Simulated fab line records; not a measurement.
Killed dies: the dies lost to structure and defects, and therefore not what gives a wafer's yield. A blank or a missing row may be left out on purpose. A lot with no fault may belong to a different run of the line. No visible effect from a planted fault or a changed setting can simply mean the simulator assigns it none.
fab line records ; flow sky130
record lots=5; wafers=15; last-day=50
route steps=708 shown NWELL@69
lots untouched by any fault: they come from a run of this same line in which no faults occurred
start-h: the number of hours between the record's first day and the start of the first shown wafer of the lot ; wait-h: time in hours since the lot's previous step ; " repeats the value in the row above ; L1.1+2: a single row standing in for several wafers ; - no value, or no start was given ; * or withheld: withheld ; < > ~ a bound
route shown NAME@n: names a module that has steps shown in the file, with the first one's number in the route ; usual: mean/standard deviation of fault-free wafers ; same: alike in all rows ; chamber/n: place in a boat ; sites: per-site readings ; _std_site: standard deviation of those values ; _edge_site: mean of outer sites minus mean of inner sites ; radius-mm: for every site, how far away it sits from the centre of the wafer ; mask NAME#n: copy n ; behind: the tool/chamber that last shaped the wafer ; hold: cause of the lot's hold/its duration in hours/its outcome ; device: which transistor (n, p or np) failed to switch ; end of line: tests run on the same wafers once the route is complete ; where a step has no rows: the recipe by itself ; killed: count of dies lost to structure and defects at first sort (not the wafer's yield) ; map: a wafer's dies, marking killed ones x, the rest . and places with no die _
set.NAME: the setting the step ran with; set.NAME@STEP: the setting that earlier step ran with ; model.NAME: the simulator's own value behind a step, which no gauge read
a table for each step, a row for each wafer; lots at some steps of the route
services: when a tool's chamber went out of use (start-h, in hours from the record's first day, below 0 if earlier), for how many hours, and the reason
## steps
# step SKY_NWELL_DEHYDRATE_16
# recipe temp-c=200; time-s=60
# usual chill-plate-temp-C=23.01/0.097
# same time-s=60
lot.wafer;tool;chamber;start-h;wait-h;chill-plate-temp-C
L076.1;litho-track-02;0;94.60;8.2;23.27
L076.4;litho-track-02;0;94.60;8.2;23.11
L076.5;litho-track-02;0;94.60;8.2;23.23
L079.2;litho-track-02;0;125.08;8.8;23.06
L079.3;litho-track-02;0;125.08;8.8;23.04
L079.4;litho-track-02;0;125.08;8.8;23.12
L088.2;litho-track-01;0;176.84;9.5;22.87
L088.4;litho-track-01;0;176.84;9.5;23.08
L088.6;litho-track-01;0;176.84;9.5;23.02
L092.1;litho-track-01;0;207.11;9.3;23.02
L092.4;litho-track-01;0;207.11;9.3;22.89
L092.6;litho-track-01;0;207.11;9.3;22.91
L095.1;litho-track-02;0;239.60;11.9;23.01
L095.4;litho-track-02;0;239.60;11.9;22.88
L095.5;litho-track-02;0;239.60;11.9;23.00
# step SKY_NWELL_HMDS_17
# recipe prime-time-s=60; prime-temp-c=120
# usual chill-plate-temp-C=23.00/0.11
lot.wafer;tool;chamber;start-h;wait-h;chill-plate-temp-C
L076.1;litho-track-02;0;94.75;0.1;22.93
L076.4;litho-track-02;0;94.75;0.1;23.05
L076.5;litho-track-02;0;94.75;0.1;22.92
L079.2;litho-track-02;0;125.23;0.1;23.28
L079.3;litho-track-02;0;125.23;0.1;23.03
L079.4;litho-track-02;0;125.23;0.1;22.93
L088.2;litho-track-01;0;176.99;0.1;22.94
L088.4;litho-track-01;0;176.99;0.1;22.86
L088.6;litho-track-01;0;176.99;0.1;23.04
L092.1;litho-track-01;0;207.26;0.1;22.94
L092.4;litho-track-01;0;207.26;0.1;22.95
L092.6;litho-track-01;0;207.26;0.1;22.91
L095.1;litho-track-02;0;239.75;0.1;22.97
L095.4;litho-track-02;0;239.75;0.1;23.22
L095.5;litho-track-02;0;239.75;0.1;23.10
# step SKY_NWELL_COAT_18
# recipe spin-rpm=2000; resist-thk-nm=3000
# usual chill-plate-temp-C=23.02/0.098
lot.wafer;tool;chamber;start-h;wait-h;chill-plate-temp-C
L076.1;litho-track-02;0;94.90;0.1;23.18
L076.4;litho-track-02;0;94.90;0.1;23.16
L076.5;litho-track-02;0;94.90;0.1;23.09
L079.2;litho-track-02;0;125.38;0.1;23.11
L079.3;litho-track-02;0;125.38;0.1;23.01
L079.4;litho-track-02;0;125.38;0.1;23.13
L088.2;litho-track-01;0;177.14;0.1;23.00
L088.4;litho-track-01;0;177.14;0.1;22.97
L088.6;litho-track-01;0;177.14;0.1;22.96
L092.1;litho-track-01;0;207.41;0.1;23.04
L092.4;litho-track-01;0;207.41;0.1;23.04
L092.6;litho-track-01;0;207.41;0.1;23.09
L095.1;litho-track-02;0;239.90;0.1;23.05
L095.4;litho-track-02;0;239.90;0.1;23.02
L095.5;litho-track-02;0;239.90;0.1;23.00
# step SKY_NWELL_SOFTBAKE_19
# recipe temp-c=110; time-s=withheld
# usual chill-plate-temp-C=22.98/0.11
lot.wafer;tool;chamber;start-h;wait-h;chill-plate-temp-C
L076.1;litho-track-02;0;95.05;0.1;23.00
L076.4;litho-track-02;0;95.05;0.1;23.04
L076.5;litho-track-02;0;95.05;0.1;23.19
L079.2;litho-track-02;0;125.54;0.1;23.00
L079.3;litho-track-02;0;125.54;0.1;22.82
L079.4;litho-track-02;0;125.54;0.1;23.05
L088.2;litho-track-01;0;177.30;0.1;23.00
L088.4;litho-track-01;0;177.30;0.1;23.02
L088.6;litho-track-01;0;177.30;0.1;23.00
L092.1;litho-track-01;0;207.56;0.1;23.02
L092.4;litho-track-01;0;207.56;0.1;23.06
L092.6;litho-track-01;0;207.56;0.1;23.19
L095.1;litho-track-02;0;240.05;0.1;22.79
L095.4;litho-track-02;0;240.05;0.1;22.86
L095.5;litho-track-02;0;240.05;0.1;22.86
# step SKY_NWELL_EXPOSE_20
# recipe mask-id=NWM_COMPLEMENT; na=0.6; source-shape=conventional; sigma-outer=0.6; polarization=unpolarized; target-cd-nm=840; dose-mj=260
lot.wafer;tool;chamber;start-h;wait-h;mask
L076.1+4+5;iline-stepper-01;0;-;-;NWM_COMPLEMENT#0
L079.2+3+4;iline-stepper-02;0;-;-;NWM_COMPLEMENT#0
L088.2+4+6;iline-stepper-02;0;-;-;NWM_COMPLEMENT#0
L092.1+4+6;iline-stepper-01;0;-;-;NWM_COMPLEMENT#0
L095.1+4+5;iline-stepper-01;0;-;-;NWM_COMPLEMENT#0
# step SKY_NWELL_PEB_21
# recipe temp-c=115; time-s=withheld
# usual chill-plate-temp-C=23.01/0.096
lot.wafer;tool;chamber;start-h;wait-h;chill-plate-temp-C
L076.1;litho-track-01;0;-;-;22.93
L076.4;litho-track-01;0;-;-;22.97
L076.5;litho-track-01;0;-;-;23.09
L079.2;litho-track-02;0;-;-;23.09
L079.3;litho-track-02;0;-;-;22.99
L079.4;litho-track-02;0;-;-;22.99
L088.2;litho-track-01;0;-;-;22.99
L088.4;litho-track-01;0;-;-;23.14
L088.6;litho-track-01;0;-;-;22.92
L092.1;litho-track-01;0;-;-;23.19
L092.4;litho-track-01;0;-;-;23.03
L092.6;litho-track-01;0;-;-;23.13
L095.1;litho-track-04;0;-;-;23.10
L095.4;litho-track-04;0;-;-;22.94
L095.5;litho-track-04;0;-;-;23.01
# step SKY_NWELL_DEVELOP_22
# recipe wall-angle-deg=90; developer=TMAH; develop-time-s=60; dev-temp-c=23
# usual chill-plate-temp-C=22.97/0.1
# same develop-time-s=60
lot.wafer;tool;chamber;start-h;wait-h;chill-plate-temp-C
L076.1;litho-track-01;0;-;-;23.22
L076.4;litho-track-01;0;-;-;22.99
L076.5;litho-track-01;0;-;-;23.06
L079.2;litho-track-02;0;-;-;22.87
L079.3;litho-track-02;0;-;-;22.73
L079.4;litho-track-02;0;-;-;22.92
L088.2;litho-track-01;0;-;-;22.98
L088.4;litho-track-01;0;-;-;23.00
L088.6;litho-track-01;0;-;-;22.98
L092.1;litho-track-01;0;-;-;23.13
L092.4;litho-track-01;0;-;-;23.04
L092.6;litho-track-01;0;-;-;22.96
L095.1;litho-track-04;0;-;-;22.75
L095.4;litho-track-04;0;-;-;23.00
L095.5;litho-track-04;0;-;-;23.09
# step SKY_NWELL_OVL_MEAS_23
# usual NWELL_01_OVL=-0.9/1.6
lot.wafer;tool;chamber;start-h;wait-h;NWELL_01_OVL[nm]
L076.1;overlay-01;-;104.31;-;-3.5
L076.4;overlay-01;-;104.31;-;-3.6
L076.5;overlay-01;-;104.31;-;-2.3
L079.2;overlay-01;-;135.01;-;-1.6
L079.3;overlay-01;-;135.01;-;-2.9
L079.4;overlay-01;-;135.01;-;-0.5
L088.2;overlay-01;-;188.87;-;0.2
L088.4;overlay-01;-;188.87;-;-1.0
L088.6;overlay-01;-;188.87;-;0.6
L092.1;overlay-02;-;219.16;-;-0.1
L092.4;overlay-02;-;219.16;-;-1.8
L092.6;overlay-02;-;219.16;-;-0.5
L095.1;overlay-01;-;252.21;-;-3.2
L095.4;overlay-01;-;252.21;-;-2.0
L095.5;overlay-01;-;252.21;-;-2.4
# step SKY_NWELL_IMPLANT_24
# recipe species=B; energy-kev=140; dose-cm2=9.2e+12; tilt-deg=withheld
# usual beam-energy-keV=140.00/0.047
lot.wafer;tool;chamber;start-h;wait-h;beam-energy-keV
L076.1;implanter-02;0;104.35;0.0;139.96
L076.4;implanter-02;0;104.35;0.0;139.98
L076.5;implanter-02;0;104.35;0.0;139.99
L079.2;implanter-01;0;135.06;0.0;140.04
L079.3;implanter-01;0;135.06;0.0;140.02
L079.4;implanter-01;0;135.06;0.0;139.98
L088.2;implanter-03;0;188.92;0.0;140.05
L088.4;implanter-03;0;188.92;0.0;140.02
L088.6;implanter-03;0;188.92;0.0;139.96
L092.1;implanter-03;0;219.20;0.0;139.99
L092.4;implanter-03;0;219.20;0.0;139.96
L092.6;implanter-03;0;219.20;0.0;139.97
L095.1;implanter-01;0;252.24;0.0;139.94
L095.4;implanter-01;0;252.24;0.0;140.00
L095.5;implanter-01;0;252.24;0.0;140.00
# step SKY_NWELL_STRIP_25
# recipe chemistry=O2/N2; power-w=1400; pressure-mtorr=1500; platen-temp-c=withheld; o2-flow-sccm=3000; n2-flow-sccm=300; overash-fraction=0.5
# usual drypump-motor-current-A=5.9/0.46; o2-flow-sccm=3001/9.5; oes-product-au=0.722/0.0046; strip-time-to-endpoint-s=36.89/0.088
lot.wafer;tool;chamber;start-h;wait-h;drypump-motor-current-A;o2-flow-sccm;oes-product-au;rf-hours-counter-h;strip-time-to-endpoint-s
L076.1;plasma-asher-01;0;104.50;0.1;5.4;3005;0.720;39;36.80
L076.4;plasma-asher-01;1;104.50;0.1;5.9;2987;0.729;-;36.72
L076.5;plasma-asher-01;0;104.50;0.1;5.4;2988;0.727;-;36.78
L079.2;plasma-asher-01;0;135.19;0.1;5.4;3003;0.726;42;36.88
L079.3;plasma-asher-01;1;135.19;0.1;5.9;2989;0.719;-;36.87
L079.4;plasma-asher-01;0;135.19;0.1;5.4;3001;0.727;-;36.84
L088.2;plasma-asher-02;1;189.05;0.1;6.3;3011;0.720;38;36.89
L088.4;plasma-asher-02;1;189.05;0.1;6.3;2998;0.730;-;36.89
L088.6;plasma-asher-02;0;189.05;0.1;6.4;2983;0.719;-;36.83
L092.1;plasma-asher-01;1;219.35;0.1;6.0;2999;0.719;50;36.99
L092.4;plasma-asher-01;1;219.35;0.1;5.9;3001;0.719;-;36.96
L092.6;plasma-asher-01;0;219.35;0.1;5.4;2997;0.720;-;36.82
L095.1;plasma-asher-04;1;252.39;0.1;5.1;2996;0.726;57;36.89
L095.4;plasma-asher-04;1;252.39;0.1;5.1;3008;0.726;-;37.04
L095.5;plasma-asher-04;1;252.39;0.1;5.1;2990;0.715;-;36.81
## services
tool;chamber;start-h;hours;kind
iline-stepper-01;-;74.00;2.2;repair
iline-stepper-01;-;79.24;1.7;pm
implanter-03;-;111.64;3.8;repair
iline-stepper-01;-;116.50;0.7;repair
iline-stepper-02;-;136.27;2.4;repair
implanter-01;-;149.30;3.6;pm
implanter-02;-;153.53;9.4;repair
implanter-02;-;153.93;1.7;repair
plasma-asher-04;-;155.72;13.8;repair
implanter-02;-;162.88;9.9;pm
implanter-01;-;168.70;4.5;repair
iline-stepper-01;-;195.42;1.3;repair
iline-stepper-02;-;202.11;9.9;repair
plasma-asher-01;-;222.69;14.6;pm
implanter-03;-;227.41;4.7;pm
plasma-asher-02;-;232.02;2.8;repair
iline-stepper-02;-;236.64;-;consumable-replace:lamp
iline-stepper-02;-;243.32;1.7;pm
iline-stepper-01;-;245.56;0.6;repair
## key
fault none
